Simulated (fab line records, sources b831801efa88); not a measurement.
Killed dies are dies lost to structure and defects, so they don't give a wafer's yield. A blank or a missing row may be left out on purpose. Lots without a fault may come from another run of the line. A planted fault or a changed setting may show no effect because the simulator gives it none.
Tool commonality check | flow sky130 | 12 lots, 36 wafers sampled

WHY IT WAS OPENED
At SKY_LI_CONTACT_THK_MEAS_01 the reading LI_CONTACT_HDPCVD_THK is flagged on 2 of 12 lots. Wafers without a fault read 931 nm, standard deviation 9.1.
Rule: a lot is flagged when every wafer of it that has a number lies more than 4 standard deviations from that mean, or none has a number. The other lots count as sound.

lot  | measured     | on            | LI_CONTACT_HDPCVD_THK (nm), wafer by wafer | flag
L701 | day 27 11:06 | film_metro-01 | 946 930 938                                |
L702 | day 27 22:52 | film_metro-03 | 922 901 931                                |
L704 | day 28 20:27 | film_metro-01 | 921 928 919                                |
L707 | day 29 19:43 | film_metro-03 | 936 939 939                                |
L708 | day 30 07:42 | film_metro-01 | 931 935 936                                |
L709 | day 30 09:30 | film_metro-01 | 1116 1116 1110                             | FLAGGED
L711 | day 31 07:32 | film_metro-01 | 1099 1094 1111                             | FLAGGED
L718 | day 33 15:29 | film_metro-03 | 925 937 920                                |
L719 | day 33 15:47 | film_metro-01 | 922 921 927                                |
L720 | day 33 22:58 | film_metro-01 | 914 927 936                                |
L723 | day 34 19:52 | film_metro-01 | 935 936 936                                |
L722 | day 35 00:23 | film_metro-01 | 929 934 934                                |
The numbers of the flagged lots are 1108 nm on average: +177 nm against the usual, or +19 standard deviations.

WHICH TOOL RAN EACH LOT
The record holds 1 process step before the reading, out of a route of 708 steps. In each cell: the tool, then ch and the chambers that the sampled wafers went through, then the start.
lot  | flag    | SKY_LI_CONTACT_HDPCVD_00
L701 |         | hdpcvd-01 ch 0,1,2, day 27 10:59
L702 |         | hdpcvd-02 ch 0,1,2, day 27 22:45
L704 |         | hdpcvd-02 ch 0,1,2, day 28 20:20
L707 |         | hdpcvd-01 ch 0,1,2, day 29 19:37
L708 |         | hdpcvd-02 ch 0,1, day 30 07:35
L709 | FLAGGED | hdpcvd-02 ch 0,1, day 30 09:23
L711 | FLAGGED | hdpcvd-02 ch 0,1,2, day 31 07:26
L718 |         | hdpcvd-02 ch 0,1,2, day 33 15:23
L719 |         | hdpcvd-02 ch 0,1,2, day 33 15:41
L720 |         | hdpcvd-02 ch 0,1,2, day 33 22:52
L723 |         | hdpcvd-01 ch 1,2, day 34 19:45
L722 |         | hdpcvd-02 ch 1,2, day 35 00:17
What these steps do:
- SKY_LI_CONTACT_HDPCVD_00: deposits PSG, target thk 930 nm, time 155 s.
- SKY_LI_CONTACT_THK_MEAS_01

FLAGGED OVER TOTAL, TOOL BY TOOL (the gauges that took the reading come last)
step                       | tool          | lots run | flagged | share of the flagged lots | sound lots run after its first flagged lot
SKY_LI_CONTACT_HDPCVD_00   | hdpcvd-01     | 3        | 0       | none                      | -
SKY_LI_CONTACT_HDPCVD_00   | hdpcvd-02     | 9        | 2       | all                       | 4 (L718,L719,L720,L722)
SKY_LI_CONTACT_THK_MEAS_01 | film_metro-01 | 9        | 2       | all                       | 4 (L719,L720,L723,L722)
SKY_LI_CONTACT_THK_MEAS_01 | film_metro-03 | 3        | 0       | none                      | -

WHAT THE TABLE ALLOWS
2 rows of the table ran every flagged lot: hdpcvd-02 at SKY_LI_CONTACT_HDPCVD_00, film_metro-01 at SKY_LI_CONTACT_THK_MEAS_01.
- hdpcvd-02 at SKY_LI_CONTACT_HDPCVD_00: 2 of its 9 lots flagged. Sound lots ran on it after the first flagged one (L718, L719, L720, L722), which a lasting fault on the whole tool wouldn't allow. Its own readings lie more than 4 standard deviations out on every wafer of the flagged lots: sih4_flow_sccm.
- film_metro-01 at SKY_LI_CONTACT_THK_MEAS_01: 2 of its 9 lots flagged. Sound lots ran on it after the first flagged one (L719, L720, L723, L722), which a lasting fault on the whole tool wouldn't allow.
No row of the table ran every flagged lot and no sound lot after the first.

WHAT THE SIMULATOR HAD PUT IN
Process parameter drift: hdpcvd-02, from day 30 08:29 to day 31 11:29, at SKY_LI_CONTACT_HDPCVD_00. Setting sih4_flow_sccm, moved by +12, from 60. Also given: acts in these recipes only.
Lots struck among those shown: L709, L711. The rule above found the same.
